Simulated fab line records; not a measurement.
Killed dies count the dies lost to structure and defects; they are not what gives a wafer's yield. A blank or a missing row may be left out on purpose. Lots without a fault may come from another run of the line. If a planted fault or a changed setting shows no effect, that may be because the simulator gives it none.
fab line records | flow gf180mcu
record: lots: 13 wafers: 39 last-day: 34
route steps=602 shown POLY_GATE@173 V2@387 V3@443
lots that met no fault: from a run of the same line without faults
start-h: hours from the record's opening day to when the first of the lot's shown wafers began | wait-h: hours from the lot's prior step to this one | " unchanged from the row above | L1.1+2: a single row standing in for several wafers | - value missing, or start not given | * or withheld: withheld | < > ~ a bound
route shown NAME@n: NAME is a module with steps in the file, n the number in the route of the first one | usual: average and standard deviation across the fault-free wafers | same: alike in all rows | chamber/n: place in a boat | sites: each site's reading | _std_site: standard deviation of those values | _edge_site: inner sites' mean taken away from outer sites' mean | radius-mm: how far each site lies from the wafer's centre | mask NAME#n: copy n | behind: the last tool/chamber to shape the wafer | hold: why the lot went on hold/how many hours it stayed there/how the hold came to an end | device: names the non-switching transistor (n, p or np) | end of line: the tests these same wafers got at the end of their route | a step given without rows: its recipe and nothing more | killed: count of dies lost to structure and defects at first sort (not the wafer's yield) | map: shows each die of a wafer: x if killed, . if not, _ if none is there
set.NAME: the setting the step ran with; set.NAME@STEP: the setting that earlier step ran with | model.NAME: the simulator's own value behind a step, which no gauge read
steps of the route over a sample of lots; a table a step, a row a wafer
services: a tool's chamber out of use, with start hour (start-h, from the record's first day; less than 0 if before it), hours out, and reason
== steps ==
step: GF_POLY_GATE_OXIDATION_16
recipe: temp-c: 850 ambient: O2 stabilise-s: 600 purge-s: 300 target-thk-a: 40 ox-time-s: 899
usual: spike-tc-bottom-C: 867.1/1 spike-tc-centre-C: 850.7/1.1 spike-tc-lower-C: 852.1/1.5 spike-tc-top-C: 860.9/1 spike-tc-upper-C: 851.9/1 tube-center-temp-C: 850.01/0.079 tube_center_temp_C_max: 852.2/0.37 zone-power-lower-pct: 15.0/0.4 zone-power-upper-pct: 15.01/0.16
same: purge-s: 300 stabilise-s: 600
columns lot.wafer tool chamber start-h wait-h spike-tc-bottom-C spike-tc-centre-C spike-tc-lower-C spike-tc-top-C spike-tc-upper-C tube-center-temp-C tube_center_temp_C_max zone-power-lower-pct zone-power-upper-pct
L456.3 furnace-01 0 198.41 0.1 867.0 848.9 850.8 861.6 850.6 850.1 851.8 15.6 14.98
L456.4 " 0 " " 866.9 851.4 851.2 860.3 850.8 849.96 852.5 15.3 15.26
L456.6 " 0 " " 869.0 850.9 848.6 861.5 851.7 849.89 852.0 15.6 15.04
L457.1 furnace-01 0 203.87 0.0 867.6 848.4 850.4 861.7 851.3 849.95 851.8 15.2 15.04
L457.5 " 0 " " 867.2 849.4 851.4 860.8 851.9 849.99 852.4 15.4 15.10
L457.6 " 0 " " 867.3 851.7 851.3 862.1 850.5 849.96 852.2 15.6 15.22
L458.2 furnace-01 0 214.35 0.1 868.1 852.6 849.9 861.3 851.9 850.15 851.9 15.0 15.05
L458.3 " 0 " " 866.5 851.7 851.7 862.5 850.7 850.01 852.3 15.3 15.02
L458.6 " 0 " " 866.0 852.1 850.6 860.3 850.8 850.04 852.0 15.4 15.19
L459.2 furnace-02 0 218.50 0.0 867.2 852.2 854.4 861.1 853.2 849.96 851.8 14.7 15.28
L459.3 " 0 " " 867.6 849.3 852.5 859.7 851.1 850.07 852.5 14.7 14.98
L459.5 " 0 " " 868.4 851.2 852.7 859.7 852.8 849.9 851.6 14.6 14.90
L460.3 furnace-01 0 226.99 2.9 866.0 851.7 851.3 860.1 851.8 850.01 851.9 15.8 14.79
L460.5 " 0 " " 865.7 849.6 850.0 861.4 851.8 850 852.2 15.3 15.03
L460.6 " 0 " " 867.3 849.9 851.8 862.4 850.1 850.03 852.4 15.5 15.14
L464.1 furnace-02 0 258.64 0.1 874.2 858.1 861.0 867.1 859.5 856.28 858.5 14.8 15.32
L464.5 " 0 " " 873.9 857.8 860.4 866.7 858.3 856.29 858.3 14.8 15.09
L464.6 " 0 " " 873.4 856.8 859.5 865.5 859.4 856.41 859.0 14.8 15.28
L465.1 furnace-02 0 263.01 0.5 873.2 857.5 859.0 866.9 858.1 856.38 858.5 14.8 15.63
L465.3 " 0 " " 872.7 855.9 859.8 864.5 857.6 856.47 858.4 14.7 15.24
L465.5 " 0 " " 874.2 856.6 858.3 866.2 859.6 856.45 859.0 15.1 15.26
L474.2 furnace-01 0 326.51 0.1 868.1 852.4 850.6 860.1 850.7 849.85 851.9 15.5 14.89
L474.3 " 0 " " 868.0 851.7 849.7 860.4 851.3 849.89 851.8 15.4 15.06
L474.5 " 0 " " 868.0 851.3 851.0 862.9 853.2 849.92 851.8 15.5 15.14
L475.3 furnace-02 0 331.97 0.0 865.8 850.9 853.4 861.1 851.0 850.15 852.4 14.6 15.19
L475.4 " 0 " " 866.8 850.3 854.9 860.2 851.1 850.09 852.7 14.5 14.88
L475.6 " 0 " " 867.0 850.5 853.8 860.8 851.5 849.98 852.1 14.5 15.49
L476.2 furnace-02 0 342.76 0.5 867.4 850.2 853.5 861.5 852.1 850 853.0 14.7 15.24
L476.3 " 0 " " 866.6 848.7 854.5 859.4 852.5 849.97 852.1 14.4 15.16
L476.4 " 0 " " 868.3 849.1 853.9 860.2 853.7 850.05 851.9 14.8 15.21
L477.2 furnace-01 0 347.73 0.2 865.7 852.4 851.1 861.6 850.9 850.02 852.1 15.2 14.85
L477.4 " 0 " " 866.9 852.2 851.0 862.4 851.8 849.99 852.4 15.5 14.98
L477.6 " 0 " " 866.9 850.3 851.6 861.6 850.6 849.95 852.3 15.4 14.71
L478.2 furnace-01 0 358.61 0.0 868.3 852.4 851.6 861.1 851.7 850.05 851.6 15.6 14.78
L478.3 " 0 " " 865.8 851.2 851.0 862.5 852.2 850.01 851.9 15.4 14.95
L478.5 " 0 " " 866.0 851.6 851.3 860.0 851.5 849.87 851.4 15.4 14.76
L479.1 furnace-01 0 361.22 0.0 866.8 851.6 851.9 861.1 850.9 850.04 852.6 15.2 14.92
L479.3 " 0 " " 868.3 851.3 850.6 861.4 853.0 849.96 852.1 15.3 14.83
L479.6 " 0 " " 867.5 851.7 851.6 862.9 851.6 850.07 851.6 15.7 14.84
step: GF_V2_BOW_MEAS_05
recipe: mode: bow
usual: V2_BOW: 102/9.3
columns lot.wafer tool chamber start-h wait-h V2_BOW[um]
L456.3 film-metro-03 - 438.14 0.2 84
L456.4 " - " " 101
L456.6 " - " " 102
L457.1 film-metro-02 - 445.57 0.2 88
L457.5 " - " " 86
L457.6 " - " " 99
L458.2 film-metro-02 - 459.34 0.3 119
L458.3 " - " " 117
L458.6 " - " " 105
L459.2 film-metro-02 - 468.48 0.1 112
L459.3 " - " " 84
L459.5 " - " " 100
L460.3 film-metro-03 - 477.07 0.3 119
L460.5 " - " " 109
L460.6 " - " " 117
L464.1 film-metro-02 - 518.70 0.2 92
L464.5 " - " " 96
L464.6 " - " " 92
L465.1 film-metro-03 - 524.72 0.2 98
L465.3 " - " " 98
L465.5 " - " " 100
L474.2 film-metro-02 - 594.39 0.1 94
L474.3 " - " " 96
L474.5 " - " " 98
L475.3 film-metro-03 - 598.33 0.2 109
L475.4 " - " " 106
L475.6 " - " " 100
L476.2 film-metro-02 - 610.14 0.2 94
L476.3 " - " " 104
L476.4 " - " " 87
L477.2 film-metro-02 - 616.24 0.3 114
L477.4 " - " " 104
L477.6 " - " " 101
L478.2 film-metro-03 - 622.98 0.2 108
L478.3 " - " " 100
L478.5 " - " " 103
L479.1 film-metro-02 - 627.92 0.2 119
L479.3 " - " " 111
L479.6 " - " " 102
step: GF_V2_CD_MEAS_14
recipe: target-cd-nm: 260
usual: cd-nm: 260.3/1.2
columns lot.wafer tool chamber start-h wait-h cd-nm
L456.3 cd-sem-01 - 462.49 0.1 260.3
L456.4 " - " " 260.6
L456.6 " - " " 260.0
L457.1 cd-sem-02 - 470.11 0.1 260.9
L457.5 " - " " 262.2
L457.6 " - " " 261.3
L458.2 cd-sem-02 - 483.37 0.1 259.7
L458.3 " - " " 259.8
L458.6 " - " " 260.8
L459.2 cd-sem-01 - 492.31 0.1 260.5
L459.3 " - " " 259.9
L459.5 " - " " 261.7
L460.3 cd-sem-02 - 500.55 0.1 261.1
L460.5 " - " " 260.8
L460.6 " - " " 262.9
L464.1 cd-sem-01 - 541.10 0.1 260.7
L464.5 " - " " 262.0
L464.6 " - " " 260.1
L465.1 cd-sem-02 - 547.45 0.1 261.4
L465.3 " - " " 261.1
L465.5 " - " " 261.7
L474.2 cd-sem-02 - 615.72 0.1 260.5
L474.3 " - " " 259.9
L474.5 " - " " 259.9
L475.3 cd-sem-01 - 619.34 0.1 259.7
L475.4 " - " " 260.0
L475.6 " - " " 260.0
L476.2 cd-sem-01 - 630.18 0.1 261.7
L476.3 " - " " 261.0
L476.4 " - " " 259.9
L477.2 cd-sem-01 - 636.18 0.1 258.8
L477.4 " - " " 259.1
L477.6 " - " " 258.3
L478.2 cd-sem-01 - 642.91 0.1 260.1
L478.3 " - " " 260.9
L478.5 " - " " 261.7
L479.1 cd-sem-01 - 648.24 0.1 261.3
L479.3 " - " " 262.2
L479.6 " - " " 262.1
step: GF_V3_CD_MEAS_14
recipe: target-cd-nm: 260
usual: cd-nm: 260.1/1.3
columns lot.wafer tool chamber start-h wait-h cd-nm
L456.3 cd-sem-02 - 513.25 0.1 259.8
L456.4 " - " " 259.9
L456.6 " - " " 259.3
L457.1 cd-sem-01 - 521.51 0.1 257.1
L457.5 " - " " 258.0
L457.6 " - " " 259.4
L458.2 cd-sem-02 - 533.11 0.1 259.6
L458.3 " - " " 258.7
L458.6 " - " " 259.9
L459.2 cd-sem-02 - 542.91 0.1 261.0
L459.3 " - " " 259.7
L459.5 " - " " 258.5
L460.3 cd-sem-02 - 551.20 0.1 261.2
L460.5 " - " " 262.2
L460.6 " - " " 262.3
L464.1 cd-sem-02 - 588.81 0.1 259.1
L464.5 " - " " 259.0
L464.6 " - " " 259.7
L465.1 cd-sem-01 - 594.18 0.2 260.2
L465.3 " - " " 260.0
L465.5 " - " " 260.9
L474.2 cd-sem-01 - 659.06 0.1 260.2
L474.3 " - " " 261.1
L474.5 " - " " 260.4
L475.3 cd-sem-02 - 662.03 0.1 261.1
L475.4 " - " " 262.3
L475.6 " - " " 262.0
L476.2 cd-sem-01 - 672.40 0.1 259.6
L476.3 " - " " 258.9
L476.4 " - " " 259.6
L477.2 cd-sem-02 - 678.25 0.1 261.5
L477.4 " - " " 261.1
L477.6 " - " " 261.6
L478.2 cd-sem-02 - 684.58 0.1 258.4
L478.3 " - " " 259.2
L478.5 " - " " 258.7
L479.1 cd-sem-01 - 690.19 0.1 258.6
L479.3 " - " " 259.2
L479.6 " - " " 260.9
== services ==
columns tool chamber start-h hours kind
furnace-01 - 222.25 4.7 pm
furnace-02 - 251.51 3.2 pm
furnace-01 - 340.27 3.4 pm
== key ==
first-sign: step: GF_POLY_GATE_OXIDATION_16 reading: tube-center-temp-C direction: up sigmas: 75 usual: * struck: *
effect: step: GF_POLY_GATE_OXIDATION_16 reading: tube_center_temp_C_max direction: up sigmas: 18 usual: * struck: *
met-at GF_POLY_GATE_OXIDATION_16
struck-lots L464,L465
tester-left-out L464,L465
not-acting-at GF_V2_BOW_MEAS_05,GF_V2_CD_MEAS_14,GF_V3_CD_MEAS_14
onset-between 218.50 258.64
fault: kind: process-parameter-drift tool: furnace-02 chamber: - onset-h: 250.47 steps: GF_POLY_GATE_OXIDATION_16 channel: temp-c offset: * shape: step end-h: 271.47 acts-in: * stated: *
tester-left-out: of these lots the tester's yield and bins aren't shown, on N5 and GAA mostly nor the transistor test; their killed dies are dies lost to structure and defects alone, not to doping, threshold or leakage, so they don't give the yield
